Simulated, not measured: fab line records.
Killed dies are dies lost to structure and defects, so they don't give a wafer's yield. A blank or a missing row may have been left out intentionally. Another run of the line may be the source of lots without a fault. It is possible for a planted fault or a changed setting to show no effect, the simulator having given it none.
Which of the tools did it? / flow sky130 / 12 lots with 35 wafers sampled at 2 steps, on a route of 708 steps

== WHAT THE GAUGES SHOWED, per wafer ==
SKY_VIA4_THK_MEAS_20: measures by xrf. Usual: VIA4_W_THK typically reads 517 nm, with standard deviation 9.3.
lot=L765; measured=day 42 22:49; on=film_metro-02; VIA4_W_THK (nm)=512 517 515; flag=
lot=L766; measured=day 43 02:38; on=film_metro-02; VIA4_W_THK (nm)=522 516 514; flag=
lot=L770; measured=day 44 17:04; on=film_metro-02; VIA4_W_THK (nm)=521 535 515; flag=
lot=L769; measured=day 44 21:23; on=film_metro-02; VIA4_W_THK (nm)=537 518 527; flag=
lot=L768; measured=day 44 21:40; on=film_metro-03; VIA4_W_THK (nm)=519 511 524; flag=
lot=L771; measured=day 45 01:49; on=film_metro-03; VIA4_W_THK (nm)=498 504 500; flag=
lot=L773; measured=day 45 06:08; on=film_metro-01; VIA4_W_THK (nm)=494 517 502; flag=
lot=L772; measured=day 45 08:37; on=film_metro-03; VIA4_W_THK (nm)=512 503 517; flag=
lot=L778; measured=day 46 11:46; on=film_metro-01; VIA4_W_THK (nm)=507 512 513; flag=
lot=L785; measured=day 48 13:49; on=film_metro-02; VIA4_W_THK (nm)=521 536 524; flag=
lot=L787; measured=day 48 16:37; on=film_metro-01; VIA4_W_THK (nm)=510 515 503; flag=

== WHICH TOOL RAN EACH LOT (tool, then ch and the chambers of the sampled wafers, then the start) ==
lot=L765; SKY_POLY_CUT_ETCH_11=rie_diel-04 ch 0,1, day 24 11:57
lot=L766; SKY_POLY_CUT_ETCH_11=rie_diel-01 ch 0,1,3, day 24 13:00
lot=L770; SKY_POLY_CUT_ETCH_11=rie_diel-01 ch 1,2, day 26 16:42
lot=L769; SKY_POLY_CUT_ETCH_11=rie_diel-01 ch 1,2,3, day 26 19:06
lot=L768; SKY_POLY_CUT_ETCH_11=rie_diel-01 ch 1,2,3, day 27 00:21
lot=L771; SKY_POLY_CUT_ETCH_11=rie_diel-04 ch 0,3, day 27 03:11
lot=L773; SKY_POLY_CUT_ETCH_11=rie_diel-01 ch 1,2,3, day 27 08:03
lot=L772; SKY_POLY_CUT_ETCH_11=rie_diel-01 ch 1,2, day 27 10:39
lot=L775; SKY_POLY_CUT_ETCH_11=rie_diel-01 ch 1,2, day 28 06:46
lot=L778; SKY_POLY_CUT_ETCH_11=rie_diel-02 ch 1,2,3, day 29 00:44
lot=L785; SKY_POLY_CUT_ETCH_11=rie_diel-01 ch 2,3, day 32 01:43
lot=L787; SKY_POLY_CUT_ETCH_11=rie_diel-04 ch 0,1,2, day 32 03:29
- SKY_POLY_CUT_ETCH_11: etches Si3N4 in CF4/CH2F2/Ar, stops on poly-Si, time 42.5 s, target depth 60 nm.

== WHAT THE TOOLS THEMSELVES READ (means of the sampled wafers that have a number; where no wafer has one, the mark that the record gives instead) ==
SKY_POLY_CUT_ETCH_11. Usual: ch2f2_flow_sccm 20.00 sccm, standard deviation 0.066; drypump_motor_current_A 5.6 A, standard deviation 0.41; oes_product_au 0.829 a.u., standard deviation 0.0064; throttle_valve_pct 14.996 %, standard deviation 0.0093.
lot=L765; tool=rie_diel-04; ch2f2_flow_sccm (sccm)=19.99; drypump_motor_current_A (A)=5.3; oes_product_au (a.u.)=0.833; throttle_valve_pct (%)=14.996; flag=
lot=L766; tool=rie_diel-01; ch2f2_flow_sccm (sccm)=19.95; drypump_motor_current_A (A)=5.3; oes_product_au (a.u.)=0.822; throttle_valve_pct (%)=14.993; flag=
lot=L770; tool=rie_diel-01; ch2f2_flow_sccm (sccm)=20.05; drypump_motor_current_A (A)=5.3; oes_product_au (a.u.)=0.826; throttle_valve_pct (%)=14.992; flag=
lot=L769; tool=rie_diel-01; ch2f2_flow_sccm (sccm)=20.03; drypump_motor_current_A (A)=5.3; oes_product_au (a.u.)=0.831; throttle_valve_pct (%)=14.988; flag=
lot=L768; tool=rie_diel-01; ch2f2_flow_sccm (sccm)=20.01; drypump_motor_current_A (A)=5.3; oes_product_au (a.u.)=0.818; throttle_valve_pct (%)=14.994; flag=
lot=L771; tool=rie_diel-04; ch2f2_flow_sccm (sccm)=20.01; drypump_motor_current_A (A)=5.3; oes_product_au (a.u.)=0.829; throttle_valve_pct (%)=14.998; flag=
lot=L773; tool=rie_diel-01; ch2f2_flow_sccm (sccm)=20.05; drypump_motor_current_A (A)=5.4; oes_product_au (a.u.)=0.829; throttle_valve_pct (%)=14.995; flag=
lot=L772; tool=rie_diel-01; ch2f2_flow_sccm (sccm)=20.04; drypump_motor_current_A (A)=5.4; oes_product_au (a.u.)=0.818; throttle_valve_pct (%)=14.988; flag=
lot=L775; tool=rie_diel-01; ch2f2_flow_sccm (sccm)=19.96; drypump_motor_current_A (A)=5.2; oes_product_au (a.u.)=0.827; throttle_valve_pct (%)=14.994; flag=
lot=L778; tool=rie_diel-02; ch2f2_flow_sccm (sccm)=19.98; drypump_motor_current_A (A)=6.2; oes_product_au (a.u.)=0.830; throttle_valve_pct (%)=14.992; flag=
lot=L785; tool=rie_diel-01; ch2f2_flow_sccm (sccm)=19.98; drypump_motor_current_A (A)=5.6; oes_product_au (a.u.)=0.836; throttle_valve_pct (%)=15.007; flag=
lot=L787; tool=rie_diel-04; ch2f2_flow_sccm (sccm)=19.96; drypump_motor_current_A (A)=5.6; oes_product_au (a.u.)=0.833; throttle_valve_pct (%)=14.995; flag=

== THE ANSWER, worked out from the rows above alone ==
Rule: lot off if the mean of its wafers having a number is beyond 3 standard deviations from the usual mean. Also off: a lot with no number at a reading for which 4 or more lots have one. Any other lot the step has rows for is counted as sound. The gauges are gone through in route order, then the tools' own readings, and for those a lot's mean is taken as printed above. At the first step where some lot is off, the reading lying furthest off is the one used; lots without a number count as furthest.
Nothing can be told from this: no lot is off at any reading shown.

== WHAT WAS PUT IN BY THE SIMULATOR ==
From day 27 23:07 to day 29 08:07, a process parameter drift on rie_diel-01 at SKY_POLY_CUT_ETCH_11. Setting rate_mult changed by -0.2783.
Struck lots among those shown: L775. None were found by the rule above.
